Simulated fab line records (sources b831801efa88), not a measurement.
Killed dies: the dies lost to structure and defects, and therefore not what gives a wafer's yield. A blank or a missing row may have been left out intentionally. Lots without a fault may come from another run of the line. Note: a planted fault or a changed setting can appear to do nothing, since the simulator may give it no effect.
A lot that was struck, set against a sound lot / flow sky130 / 22 out of 708 route steps
Sound: these wafers, L609.3, L609.5, L609.6. Struck: wafers L617.1, L617.4, L617.6. The cause comes at the end.
Each step with rows lists, per side, the tool, then ch with its chambers, then its first start. Under that, the readings that differ: sound wafers / struck wafers / difference of the means / sigmas: that difference in standard deviations of wafers without a fault.
alike: readings with means less than 2 such deviations apart, plus words and numbers identical on both sides. not compared: withheld readings, readings lacking a value on some wafer, bounds such as >300 that could conceal the same value, and numbers that have no deviation in the record and whose values overlap.
A row with sigmas, a row that says differs or no value, or rows on one side alone: a step with any of these is where the two part. Non-overlapping numbers with no deviation appear without sigmas and do not part them. Lack of a reading on every wafer of one side parts them only where that side has two or more wafers.

first, 6 steps without rows for these wafers: SKY_VT_ADJUST_LVTN_HMDS_01 (prime time 60 s); SKY_VT_ADJUST_LVTN_COAT_02 (resist thk 3000 nm); SKY_VT_ADJUST_LVTN_SOFTBAKE_03; SKY_VT_ADJUST_LVTN_EXPOSE_04 (exposes mask NWM COMPLEMENT LESS NATIVE, target cd 840 nm); SKY_VT_ADJUST_LVTN_PEB_05; SKY_VT_ADJUST_LVTN_DEVELOP_06 (develop time 60 s).
SKY_VT_ADJUST_LVTN_OVL_MEAS_07:
  struck on overlay-02, day 12 05:19; sound on overlay-02, day 10 05:01
  alike: VT_ADJUST_LVTN_OVL
following that, these wafers have no rows for 1 step: SKY_VT_ADJUST_LVTN_IMPLANT_08.
SKY_VT_ADJUST_LVTN_STRIP_09: strips in O2/N2.
  sound on plasma-asher-01 ch 0,1, day 10 05:14; struck on plasma-asher-02 ch 0,1, day 12 05:30
  alike: drypump-motor-current-A, o2-flow-sccm, oes-product-au, strip-time-to-endpoint-s
  not compared: rf-hours-counter-h
SKY_VT_ADJUST_LVTN_TW_MEAS_10:
  struck on film-metro-04, day 12 05:36; sound on film-metro-03, day 10 05:19
  alike: VT_ADJUST_LVTN_TW
then, 2 steps without rows for these wafers: SKY_VT_ADJUST_LVTN_DEHYDRATE_11 (time 60 s); SKY_VT_ADJUST_LVTN_HMDS_12 (prime time 60 s).
SKY_VT_ADJUST_LVTN_COAT_13: resist thk 1140 nm.
  sound on litho-track-03 ch 0, day 10 15:40; struck on litho-track-02 ch 0, day 12 17:31
reading=spin-speed-rpm (rpm); sound=2998.9 2999.0 3001.0; struck=3122.7 3124.9 3124.0; difference=+124.2; sigmas=+65
reading=model.NOVOLAK_of_VT_ADJUST_LVTN_COAT_13.thk-nm (nm); sound=1141 1139 1140; struck=1114 1113 1115; difference=-26; sigmas=
then, 3 steps without rows for these wafers: SKY_VT_ADJUST_LVTN_SOFTBAKE_14 (time 60 s); SKY_VT_ADJUST_LVTN_EXPOSE_15 (exposes mask HVN STD DERIVED, target cd 600 nm); SKY_VT_ADJUST_LVTN_PEB_16.
SKY_VT_ADJUST_LVTN_DEVELOP_17: develop time 60 s.
  sound on litho-track-02 ch 0, day 11 03:34; struck on litho-track-02 ch 0, day 13 06:28
reading=model.NOVOLAK_of_VT_ADJUST_LVTN_COAT_13.thk-nm (nm); sound=1141 1139 1140; struck=1113 1112 1114; difference=-27; sigmas=
SKY_VT_ADJUST_LVTN_OVL_MEAS_18:
  struck on overlay-01, day 13 06:37; sound on overlay-02, day 11 03:41
  alike: VT_ADJUST_LVTN_01_OVL
following that, these wafers have no rows for 1 step: SKY_VT_ADJUST_LVTN_IMPLANT_19.
SKY_VT_ADJUST_LVTN_STRIP_20: strips in O2/N2.
  sound on plasma-asher-01 ch 0,1, day 11 03:53; struck on plasma-asher-04 ch 0,1, day 13 06:49
reading=strip-time-to-endpoint-s (s); sound=14.18 14.17 14.20; struck=13.87 13.84 13.89; difference=-0.32; sigmas=-8
  alike: drypump-motor-current-A, o2-flow-sccm, oes-product-au
  not compared: rf-hours-counter-h
SKY_VT_ADJUST_LVTN_TW_MEAS_21:
  struck on film-metro-02, day 13 06:55; sound on film-metro-02, day 11 03:59
  alike: VT_ADJUST_LVTN_2_TW
SKY_PAD_OPEN_PROBE_99:
  sound wafers here have rows in the record (prober-02, day 49 02:45); struck ones have none

WHERE THEY PART
Earliest at SKY_VT_ADJUST_LVTN_COAT_13; latest, in this record, at SKY_PAD_OPEN_PROBE_99.

WHY: whatever the simulator had introduced
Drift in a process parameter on litho-track-02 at SKY_VT_ADJUST_LVTN_COAT_13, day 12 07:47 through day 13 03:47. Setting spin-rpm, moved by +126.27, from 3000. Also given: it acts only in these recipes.
